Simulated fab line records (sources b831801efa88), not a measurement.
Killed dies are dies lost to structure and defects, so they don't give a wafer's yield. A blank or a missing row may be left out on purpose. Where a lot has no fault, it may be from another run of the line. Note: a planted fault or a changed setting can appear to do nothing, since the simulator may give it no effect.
Comparing a struck lot with a sound one	flow sfq-line	28 steps out of a route of 325
Sound: these wafers, L204.3, L204.5, L204.6. Wafers L210.3, L210.4, L210.6 were the ones struck. At the end, the cause is stated.
Per side, at each step with rows, come the tool, then ch with its chambers, and then its first start. Under that, the readings that differ: sound wafers	struck wafers	difference of the means	sigmas: that difference in standard deviations of wafers without a fault.
alike: words and numbers the same on both sides, and readings whose means are apart by under 2 such deviations; not compared: readings that were withheld, readings missing a value for some wafer, numbers with overlapping values and no deviation given by the record, and bounds like >300 which may hide the same value.
The two part at a step that has a row with sigmas, a row that says differs or no value, or rows on one side only. Numbers that don't overlap but have no deviation are shown without sigmas and don't part them. A reading missing from all wafers of one side parts the sides only when that side holds two or more wafers.

first, 6 steps without rows for these wafers: SFQ_TRILAYER_M3_LITHO_COAT_080 (resist thk 62 nm); SFQ_TRILAYER_M3_LITHO_COAT_075 (resist thk 600 nm); SFQ_TRILAYER_M3_LITHO_SOFTBAKE_079; SFQ_TRILAYER_M3_LITHO_EXPOSE_076 (exposes mask M3, target cd 500 nm); SFQ_TRILAYER_M3_LITHO_PEB_078 (peb time 60 s); SFQ_TRILAYER_M3_LITHO_DEVELOP_077 (time 60 s).
SFQ_M3_OVL_MEAS_921:
  sound on overlay-01 at day 30 14:11; struck on overlay-01 at day 32 02:11
  alike: M3_OVL
then, 2 steps without rows for these wafers: SFQ_TRILAYER_M3_BARC_OPEN_METAL_ETCH_100 (etches BARC in O2, target depth 125 nm, time 41.7 s); SFQ_TRILAYER_M3_ETCH_METAL_ETCH_078 (etches Nb in Cl2/Ar, stops on SiO2, target depth 240 nm, time 120 s).
SFQ_TRILAYER_M3_STRIP_STRIP_079: strips in O2.
  sound on rie-metal-03 ch 0,1, day 30 14:35; struck on rie-metal-03 ch 0,1, day 32 02:35
  alike: drypump-motor-current-A, oes-product-au
  not compared: rf-hours-counter-h
then, 1 step without rows for these wafers: SFQ_TRILAYER_M3_STRIP_SOLV_CLEAN_080 (cleans in NMP, time 600 s).
SFQ_TRILAYER_I3_DEP_PECVD_081: deposits SiO2 from SiH4/N2O, time 111.11 s, target thk 500 nm.
  sound on pecvd-04 ch 0,2, day 30 15:10; struck on pecvd-03 ch 1,2, day 32 03:10
  alike: heater-power-w, throttle-valve-pct
-- the record jumps here: 2 days lie between the struck wafers' starts before and after --
SFQ_TRILAYER_I3_CMP_CMP_082: polishes SiO2.
  sound on cmp-01 ch 0,1,3, day 32 16:04; struck on cmp-01 ch 1,2, day 34 15:09
reading	sound	struck	difference	sigmas
model.SiO2_of_TRILAYER_I3_DEP_PECVD_081.thk-nm (nm)	201.4 202.3 199.1	178.7 181.1 178.9	-21.4	
  alike: head-pressure-psi, motor-current-A, time-to-endpoint-s
SFQ_I3_BOW_MEAS_922:
  sound on film-metro-04 at day 32 17:37; struck on film-metro-03 at day 34 18:11
  alike: I3_BOW
SFQ_TRILAYER_I3_METRO_MEASURE_083:
  sound on film-metro-04 at day 32 18:05; struck on film-metro-03 at day 34 18:40
reading	sound	struck	difference	sigmas
thk-nm (nm)	201.5 202.2 199.1	178.7 181.2 178.8	-21.4	-14
then, 6 steps without rows for these wafers: SFQ_TRILAYER_I3_VIA_LITHO_COAT_090 (resist thk 62 nm); SFQ_TRILAYER_I3_VIA_LITHO_COAT_085 (resist thk 650 nm); SFQ_TRILAYER_I3_VIA_LITHO_SOFTBAKE_089; SFQ_TRILAYER_I3_VIA_LITHO_EXPOSE_086 (exposes mask I3, target cd 500 nm); SFQ_TRILAYER_I3_VIA_LITHO_PEB_088 (peb time 60 s); SFQ_TRILAYER_I3_VIA_LITHO_DEVELOP_087 (time 60 s).
-- the record jumps here: 3 days lie between the struck wafers' starts before and after --
SFQ_I3_OVL_MEAS_923:
  sound on overlay-01 at day 35 22:02; struck on overlay-02 at day 37 20:50
  alike: I3_OVL
SFQ_TRILAYER_I3_VIA_BARC_OPEN_VIA_ETCH_121: etches BARC in O2, target depth 125 nm, time 41.7 s.
  sound on rie-diel-03 ch 0,3, day 35 22:04; struck on rie-diel-04 ch 0,2,3, day 37 20:52
  alike: drypump-motor-current-A, oes-product-au
  not compared: rf-hours-counter-h
SFQ_TRILAYER_I3_VIA_ETCH_VIA_ETCH_088: etches SiO2 in CHF3, stops on Nb, target depth 260 nm.
  sound on rie-diel-03 ch 0,3, day 35 22:06; struck on rie-diel-04 ch 0,2,3, day 37 20:54
reading	sound	struck	difference	sigmas
oes-product-au (a.u.)	0.864 0.857 0.855	0.798 0.814 0.803	-0.054	-9
model.I3.feature-depth-nm (nm)	201.4 202.3 199.1	178.7 181.1 178.9	-21.4	
model.etch.depth-nm (nm)	201.4 202.3 199.1	178.7 181.1 178.9	-21.4	
  alike: drypump-motor-current-A
SFQ_TRILAYER_I3_VIA_STRIP_STRIP_089: strips in O2.
  sound on rie-metal-02 ch 0,1, day 35 22:25; struck on rie-metal-02 ch 1, day 37 21:25
  alike: drypump-motor-current-A, oes-product-au
  not compared: rf-hours-counter-h
then, 1 step without rows for these wafers: SFQ_TRILAYER_I3_VIA_STRIP_SOLV_CLEAN_090 (cleans in NMP, time 600 s).
SFQ_TRILAYER_M4_DEP_PRE_CLEAN_092: time 22.5 s.
  sound on pvd-sputter-03 at day 35 22:59; struck on pvd-sputter-03 at day 37 22:23
reading	sound	struck	difference	sigmas
model.SiO2_of_TRILAYER_I3_DEP_PECVD_081.thk-nm (nm)	193.9 194.8 191.6	171.2 173.6 171.4	-21.4	
SFQ_TRILAYER_M4_DEP_SPUTTER_091: material Nb, target thk 200 nm, time 133.3 s.
  sound on pvd-sputter-03 at day 35 23:01; struck on pvd-sputter-03 at day 37 22:25
  alike: chamber-pressure-pa, throttle-valve-pct

== WHERE THEY PART ==
Earliest at SFQ_TRILAYER_I3_METRO_MEASURE_083; latest, in this record, at SFQ_TRILAYER_I3_VIA_ETCH_VIA_ETCH_088. Later steps at which nothing parts them and some readings are alike: SFQ_TRILAYER_I3_VIA_STRIP_STRIP_089, SFQ_TRILAYER_M4_DEP_SPUTTER_091.

WHY: what the simulator had put in
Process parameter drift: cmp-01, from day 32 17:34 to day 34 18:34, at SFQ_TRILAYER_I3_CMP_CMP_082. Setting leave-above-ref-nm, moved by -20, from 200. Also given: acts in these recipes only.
